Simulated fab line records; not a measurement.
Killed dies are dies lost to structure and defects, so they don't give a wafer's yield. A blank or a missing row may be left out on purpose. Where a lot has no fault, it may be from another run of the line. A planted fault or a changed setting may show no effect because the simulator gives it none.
fab line records	flow sky130
[record] lots = 7	wafers = 21	lastDay = 50
route steps=708 shown FIELD_ISO@1 PAD_OPEN@708
lots untouched by any fault: they come from a run of this same line in which no faults occurred
startH: hours from the record's opening day to when the first of the lot's shown wafers began	waitH: hours since the lot's step before	" repeats the value in the row above	L1.1+2: a row that stands for several wafers	- either no value or no given start	* or withheld: withheld	< > ~ a bound
route shown NAME@n: NAME is a module with steps in the file, n the number in the route of the first one	usual: mean and standard deviation over wafers with no fault	same: alike in all rows	chamber/n: place in a boat	sites: each site's reading	_std_site: the values' standard deviation	_edge_site: the outer-site mean with the inner-site mean subtracted	radiusMm: for every site, how far away it sits from the centre of the wafer	mask NAME#n: copy n	behind: the last tool/chamber to shape the wafer	hold: what put the lot on hold/how long, in hours/how the hold closed	device: which transistor (n, p or np) failed to switch	end of line: the route-end tests of the same wafers	for a step that has no rows: nothing shown but its recipe	killed: at the first sort, the dies lost to defects and structure; wafer yield is something else	map: shows each die of a wafer: x if killed, . if not, _ if none is there
set.NAME: the setting that was run; set.NAME@STEP: the one run at that earlier step	model.NAME: the simulator's own value behind a step, which no gauge read
lots at some steps of the route; a table a step, a row a wafer
[[steps]]
[step SKY_FIELD_ISO_BOW_MEAS_00]
[recipe] mode = bow
[usual] INCOMING_BOW = 0/6.3
lot.wafer	tool	chamber	startH	waitH	INCOMING_BOW[um]
L383.1	filmMetro-01	-	15.00	-	-3
L383.5	"	-	"	"	-5
L383.6	"	-	"	"	-1
L389.4	filmMetro-03	-	45.06	-	-2
L389.5	"	-	"	"	-2
L389.6	"	-	"	"	7
L390.4	filmMetro-02	-	50.06	-	-2
L390.5	"	-	"	"	-3
L390.6	"	-	"	"	13
L397.1	filmMetro-02	-	85.00	-	-7
L397.3	"	-	"	"	0
L397.4	"	-	"	"	-1
L399.2	filmMetro-03	-	95.02	-	-6
L399.3	"	-	"	"	-7
L399.6	"	-	"	"	8
L400.2	filmMetro-02	-	100.02	-	5
L400.3	"	-	"	"	-3
L400.4	"	-	"	"	6
L404.2	filmMetro-02	-	120.02	-	0
L404.4	"	-	"	"	-8
L404.6	"	-	"	"	-1
[step SKY_FIELD_ISO_OXIDATION_01]
[recipe] tempC = 900	ambient = O2	stabiliseS = 600	purgeS = 300	targetThkA = 120	oxTimeS = 1843
[step SKY_FIELD_ISO_THK_MEAS_02]
[recipe] reads = SiO2_of_FIELD_ISO_OXIDATION_01
[usual] FIELD_ISO_OXIDATION_00_THK = 12.07/0.25
lot.wafer	tool	chamber	startH	waitH	FIELD_ISO_OXIDATION_00_THK[nm]
L383.1	filmMetro-02	-	18.82	0.0	12.01
L383.5	"	-	"	"	11.81
L383.6	"	-	"	"	11.67
L389.4	filmMetro-03	-	46.66	0.0	11.73
L389.5	"	-	"	"	11.94
L389.6	"	-	"	"	11.95
L390.4	filmMetro-02	-	52.96	0.0	12.38
L390.5	"	-	"	"	12.30
L390.6	"	-	"	"	12.27
L397.1	filmMetro-02	-	86.63	0.0	11.82
L397.3	"	-	"	"	11.95
L397.4	"	-	"	"	11.96
L399.2	filmMetro-01	-	96.70	0.0	12.13
L399.3	"	-	"	"	11.91
L399.6	"	-	"	"	11.93
L400.2	filmMetro-02	-	101.77	0.0	11.94
L400.3	"	-	"	"	11.75
L400.4	"	-	"	"	11.96
L404.2	filmMetro-02	-	121.69	0.0	12.38
L404.4	"	-	"	"	12.55
L404.6	"	-	"	"	12.36
[step SKY_FIELD_ISO_CVD_03]
[recipe] material = Si3N4	precursor = DCS/NH3	targetThkNm = 165	tempC = 770	timeS = 2830	pressureMtorr = 250
[step SKY_FIELD_ISO_THK_MEAS_04]
[recipe] reads = Si3N4_of_FIELD_ISO_CVD_03
[usual] FIELD_ISO_CVD_03_THK = 164.8/1.4
lot.wafer	tool	chamber	startH	waitH	FIELD_ISO_CVD_03_THK[nm]
L383.1	filmMetro-03	-	20.66	0.0	165.8
L383.5	"	-	"	"	164.7
L383.6	"	-	"	"	164.4
L389.4	filmMetro-01	-	49.22	0.0	164.6
L389.5	"	-	"	"	165.1
L389.6	"	-	"	"	163.4
L390.4	filmMetro-01	-	54.80	0.0	167.0
L390.5	"	-	"	"	165.9
L390.6	"	-	"	"	167.3
L397.1	filmMetro-02	-	88.48	0.0	165.9
L397.3	"	-	"	"	164.5
L397.4	"	-	"	"	164.4
L399.2	filmMetro-03	-	99.70	0.0	166.1
L399.3	"	-	"	"	167.4
L399.6	"	-	"	"	166.5
L400.2	filmMetro-03	-	104.95	0.0	164.3
L400.3	"	-	"	"	163.5
L400.4	"	-	"	"	164.5
L404.2	filmMetro-01	-	123.54	0.0	164.6
L404.4	"	-	"	"	164.7
L404.6	"	-	"	"	164.9
[step SKY_FIELD_ISO_DEHYDRATE_05]
[recipe] tempC = 200	timeS = 60
[step SKY_FIELD_ISO_HMDS_06]
[recipe] primeTimeS = 60	primeTempC = 120
[step SKY_FIELD_ISO_COAT_07]
[recipe] resist = BARC	tempC = withheld	timeS = withheld	spinRpm = 3000	resistThkNm = 60
[step SKY_FIELD_ISO_COAT_08]
[recipe] resist = KrF-thick	spinRpm = 3000	resistThkNm = 450
[step SKY_FIELD_ISO_SOFTBAKE_09]
[recipe] tempC = 100	timeS = 90	resist = KrF-thick
[step SKY_FIELD_ISO_EXPOSE_10]
[recipe] maskId = FOM	na = 0.68	sourceShape = annular	sigmaInner = 0.4	sigmaOuter = 0.8	targetCdNm = 150	doseMj = 28
[step SKY_FIELD_ISO_PEB_11]
[recipe] pebTempC = withheld	pebTimeS = withheld	resist = KrF-thick
[step SKY_FIELD_ISO_DEVELOP_12]
[recipe] developTimeS = 60	resist = KrF-thick	devTempC = 21
[usual] developerTempC = 20.97/0.099
lot.wafer	tool	chamber	startH	waitH	developerTempC
L383.1	lithoTrack-01	0	35	-	20.84
L383.5	"	0	"	"	20.91
L383.6	"	0	"	"	20.77
L389.4	lithoTrack-02	0	64	-	20.83
L389.5	"	0	"	"	20.80
L389.6	"	0	65	-	21.02
L390.4	lithoTrack-01	0	70	-	21.01
L390.5	"	0	"	"	20.81
L390.6	"	0	"	"	20.92
L397.1	lithoTrack-04	0	105	-	20.83
L397.3	"	0	"	"	21.10
L397.4	"	0	"	"	21.05
L399.2	lithoTrack-02	0	117	-	20.12
L399.3	"	0	"	"	20.31
L399.6	"	0	"	"	20.10
L400.2	lithoTrack-02	0	123	-	20.15
L400.3	"	0	"	"	20.08
L400.4	"	0	"	"	20.17
L404.2	lithoTrack-02	0	141	-	20.03
L404.4	"	0	"	"	20.13
L404.6	"	0	"	"	20.17
[step SKY_FIELD_ISO_CD_MEAS_13]
[recipe] targetCdNm = 150
[usual] cdNm = 150.5/1.7
lot.wafer	tool	chamber	startH	waitH	cdNm
L383.1	cdSem-01	-	35.99	-	148.8
L383.5	"	-	"	"	148.2
L383.6	"	-	"	"	149.3
L389.4	cdSem-01	-	65.46	-	150.5
L389.5	"	-	"	"	151.1
L389.6	"	-	"	"	150.7
L390.4	cdSem-02	-	70.45	-	152.2
L390.5	"	-	"	"	152.5
L390.6	"	-	"	"	154.3
L397.1	cdSem-01	-	105.26	-	148.7
L397.3	"	-	"	"	149.0
L397.4	"	-	"	"	149.5
L399.2	cdSem-01	-	117.70	-	153.3
L399.3	"	-	"	"	151.2
L399.6	"	-	"	"	152.4
L400.2	cdSem-01	-	123.50	-	152.3
L400.3	"	-	"	"	153.4
L400.4	"	-	"	"	153.1
L404.2	cdSem-02	-	141.55	-	148.1
L404.4	"	-	"	"	147.8
L404.6	"	-	"	"	148.7
[step SKY_PAD_OPEN_PROBE_99]
[usual] killed_at_M0_to_M3 = 42/7	killed_at_M4_up = 2.8/1.8	killedAtContacts = 24/5.8	killedAtFrontEnd = 15/4.8	killedAtOther = 0.3/0.56	killedDies = 84/11	killedOnRim = 17/4.2	killedOpen = 46/7.8	killedShort = 38/6.3
[same] grossDies = 492	killedAtBackSide = 0
lot.wafer	tool	chamber	startH	waitH	killed_at_M0_to_M3	killed_at_M4_up	killedAtContacts	killedAtFrontEnd	killedAtOther	killedDies	killedOnRim	killedOpen	killedShort
L383.1	prober-02	-	1084.14	0.1	41	1	27	14	0	83	24	44	39
L383.5	prober-02	-	1084.34	0.2	32	4	11	17	1	65	13	26	39
L383.6	prober-02	-	1084.39	0.2	29	2	20	12	1	64	8	36	28
L389.4	prober-02	-	1123.05	0.2	38	3	29	14	0	84	21	46	38
L389.5	prober-02	-	1123.10	0.2	46	0	24	6	0	76	21	50	26
L389.6	prober-02	-	1123.15	0.2	41	5	35	9	0	90	18	55	35
L390.4	prober-01	-	1127.20	0.2	50	1	23	19	0	93	19	50	43
L390.5	prober-01	-	1127.25	0.2	39	2	26	17	0	84	15	45	38
L390.6	prober-01	-	1127.30	0.2	32	3	16	9	0	60	9	30	30
L397.1	prober-02	-	1158.73	0.1	35	2	19	13	0	69	12	38	31
L397.3	prober-02	-	1158.83	0.2	38	2	22	15	0	77	21	43	34
L397.4	prober-02	-	1158.88	0.2	37	4	25	16	0	82	19	38	44
L399.2	prober-02	-	1170.99	0.1	46	0	25	26	0	97	22	59	38
L399.3	prober-02	-	1171.04	0.2	47	5	25	16	0	93	21	53	40
L399.6	prober-02	-	1171.19	0.2	34	3	13	18	0	68	10	37	31
L400.2	prober-01	-	1177.57	0.1	50	0	25	16	0	91	21	57	34
L400.3	prober-01	-	1177.62	0.2	43	2	37	22	1	105	23	60	45
L400.4	prober-01	-	1177.67	0.2	33	3	23	11	0	70	11	45	25
L404.2	prober-01	-	1201.65	0.1	38	1	28	6	2	75	12	45	28
L404.4	prober-01	-	1201.75	0.2	29	2	21	10	1	63	14	30	32
L404.6	prober-01	-	1201.85	0.2	47	0	24	12	0	83	14	46	37
// killed by level:class
L383.1 CONTACT:geometricParticle:open=11 METAL2:geometricParticle:short=10 VIA1:geometricParticle:open=8 LOCAL_INTERCONNECT:geometricParticle:short=6 VIA2:geometricParticle:open=6 LI_CONTACT:geometricParticle:open=4 CONTACT:geometricParticle:short=4 METAL3:geometricParticle:short=4
L383.5 METAL2:geometricParticle:short=6 VIA2:geometricParticle:open=6 FIELD_ISO:geometricParticle:short=5 METAL1:geometricParticle:short=4 FIELD_ISO:geometricParticle:open=3 POLY_GATE:geometricParticle:short=3 LI_CONTACT:geometricParticle:open=3 CONTACT:geometricParticle:open=3
L383.6 CONTACT:geometricParticle:open=6 VIA2:geometricParticle:open=6 VIA1:geometricParticle:open=6 CONTACT:geometricParticle:short=5 POLY_GATE:geometricParticle:open=3 LI_CONTACT:geometricParticle:open=3 VIA2:geometricParticle:short=3 LOCAL_INTERCONNECT:geometricParticle:short=3
L389.4 LI_CONTACT:geometricParticle:open=8 VIA2:geometricParticle:open=8 VIA1:geometricParticle:open=7 VIA1:geometricParticle:short=6 CONTACT:geometricParticle:short=6 LOCAL_INTERCONNECT:geometricParticle:short=5 CONTACT:geometricParticle:open=5 FIELD_ISO:geometricParticle:open=3
L389.5 VIA1:geometricParticle:open=15 CONTACT:geometricParticle:open=11 VIA3:geometricParticle:open=6 LI_CONTACT:geometricParticle:open=5 METAL2:geometricParticle:short=5 VIA2:geometricParticle:open=4 FIELD_ISO:geometricParticle:open=3 CONTACT:geometricParticle:short=3
L389.6 LI_CONTACT:geometricParticle:open=14 VIA3:geometricParticle:open=10 CONTACT:geometricParticle:open=9 VIA1:geometricParticle:open=9 METAL2:geometricParticle:short=8 FIELD_ISO:geometricParticle:short=4 LOCAL_INTERCONNECT:geometricParticle:short=4 CONTACT:geometricParticle:short=4
L390.4 LI_CONTACT:geometricParticle:open=11 VIA1:geometricParticle:open=10 VIA2:geometricParticle:open=8 VIA3:geometricParticle:open=7 VIA1:geometricParticle:short=6 POLY_GATE:geometricParticle:short=5 METAL2:geometricParticle:short=5 VIA3:geometricParticle:short=5
L390.5 CONTACT:geometricParticle:open=10 VIA1:geometricParticle:open=7 LI_CONTACT:geometricParticle:open=6 VIA3:geometricParticle:open=6 VIA2:geometricParticle:open=6 CONTACT:geometricParticle:short=5 VIA2:geometricParticle:short=5 FIELD_ISO:geometricParticle:short=4
L390.6 VIA1:geometricParticle:open=9 VIA2:geometricParticle:open=9 CONTACT:geometricParticle:short=6 LI_CONTACT:geometricParticle:open=4 POLY_GATE:geometricParticle:short=3 CONTACT:geometricParticle:open=3 VIA1:geometricParticle:short=3 VIA2:geometricParticle:short=3
L397.1 VIA1:geometricParticle:open=10 CONTACT:geometricParticle:open=7 LI_CONTACT:geometricParticle:open=5 FIELD_ISO:geometricParticle:short=5 VIA1:geometricParticle:short=5 POLY_GATE:geometricParticle:short=4 VIA2:geometricParticle:open=4 VIA3:geometricParticle:open=4
L397.3 VIA1:geometricParticle:open=14 CONTACT:geometricParticle:open=10 LI_CONTACT:geometricParticle:open=5 METAL2:geometricParticle:short=5 VIA1:geometricParticle:short=4 VIA2:geometricParticle:open=4 FIELD_ISO:geometricParticle:open=3 FIELD_ISO:geometricParticle:short=3
L397.4 CONTACT:geometricParticle:short=9 VIA1:geometricParticle:open=7 VIA3:geometricParticle:open=7 LI_CONTACT:geometricParticle:open=6 CONTACT:geometricParticle:open=5 VIA1:geometricParticle:short=5 POLY_GATE:geometricParticle:short=4 LI_CONTACT:geometricParticle:short=4
L399.2 VIA1:geometricParticle:open=11 CONTACT:geometricParticle:open=10 POLY_GATE:geometricParticle:open=8 LI_CONTACT:geometricParticle:open=7 METAL2:geometricParticle:short=7 FIELD_ISO:geometricParticle:open=6 CONTACT:geometricParticle:short=6 VIA2:geometricParticle:open=6
L399.3 VIA2:geometricParticle:open=19 CONTACT:geometricParticle:open=8 CONTACT:geometricParticle:short=6 POLY_GATE:geometricParticle:open=5 VIA1:geometricParticle:open=5 METAL4:geometricParticle:short=5 LI_CONTACT:geometricParticle:open=4 METAL1:geometricParticle:short=4
L399.6 VIA3:geometricParticle:open=9 CONTACT:geometricParticle:open=8 FIELD_ISO:geometricParticle:short=5 METAL1:geometricParticle:short=5 VIA1:geometricParticle:open=5 VIA2:geometricParticle:open=4 METAL2:geometricParticle:short=4 SONOS_ONO:geometricParticle:short=3
L400.2 VIA2:geometricParticle:open=13 VIA3:geometricParticle:open=10 LI_CONTACT:geometricParticle:open=9 VIA1:geometricParticle:open=9 CONTACT:geometricParticle:short=7 CONTACT:geometricParticle:open=6 FIELD_ISO:geometricParticle:short=5 METAL1:geometricParticle:short=5
L400.3 CONTACT:geometricParticle:open=15 LI_CONTACT:geometricParticle:open=9 VIA3:geometricParticle:open=8 FIELD_ISO:geometricParticle:short=7 VIA1:geometricParticle:open=7 FIELD_ISO:geometricParticle:open=6 CONTACT:geometricParticle:short=6 METAL1:geometricParticle:short=6
L400.4 CONTACT:geometricParticle:open=12 VIA1:geometricParticle:open=9 VIA3:geometricParticle:open=9 LI_CONTACT:geometricParticle:open=6 METAL2:geometricParticle:short=4 FIELD_ISO:geometricParticle:short=3 POLY_GATE:geometricParticle:open=3 LOCAL_INTERCONNECT:geometricParticle:short=3
L404.2 VIA1:geometricParticle:open=12 LI_CONTACT:geometricParticle:open=9 CONTACT:geometricParticle:open=9 CONTACT:geometricParticle:short=5 METAL1:geometricParticle:short=4 METAL2:geometricParticle:short=4 VIA2:geometricParticle:open=4 VIA2:geometricParticle:short=4
L404.4 LI_CONTACT:geometricParticle:open=9 CONTACT:geometricParticle:open=7 METAL1:geometricParticle:short=5 VIA1:geometricParticle:open=5 VIA1:geometricParticle:short=4 METAL2:geometricParticle:short=4 VIA2:geometricParticle:short=4 CONTACT:geometricParticle:short=3
L404.6 VIA1:geometricParticle:open=9 CONTACT:geometricParticle:open=8 METAL1:geometricParticle:short=8 VIA3:geometricParticle:open=7 METAL2:geometricParticle:short=7 LI_CONTACT:geometricParticle:open=6 CONTACT:geometricParticle:short=5 VIA2:geometricParticle:open=5
[[key]]
[firstSign] step = SKY_FIELD_ISO_DEVELOP_12	reading = developerTempC	direction = down	sigmas = 8.4	usual = *	struck = *
effect none on later readings
metAt SKY_FIELD_ISO_DEVELOP_12
struckWafers L399.2,L399.3,L399.6,L400.2,L400.3,L400.4,L404.2,L404.4,L404.6
testerLeftOut L399,L400,L404
[loopTrim] step = SKY_FIELD_ISO_EXPOSE_10	setting = dose	lots = L404
onsetBetween 64 117
[fault] kind = processParameterDrift	tool = lithoTrack-02	chamber = -	onsetH = 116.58	steps = SKY_FIELD_ISO_DEVELOP_12	channel = devTempC	offset = *	shape = step	endH = 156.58	actsIn = *	stated = *
// testerLeftOut: of these lots the tester's yield and bins aren't shown, on N5 and GAA mostly nor the transistor test; their killed dies are dies lost to structure and defects alone, not to doping, threshold or leakage, so they don't give the yield
// loopTrim: a control loop set the setting to another value than it would have without faults
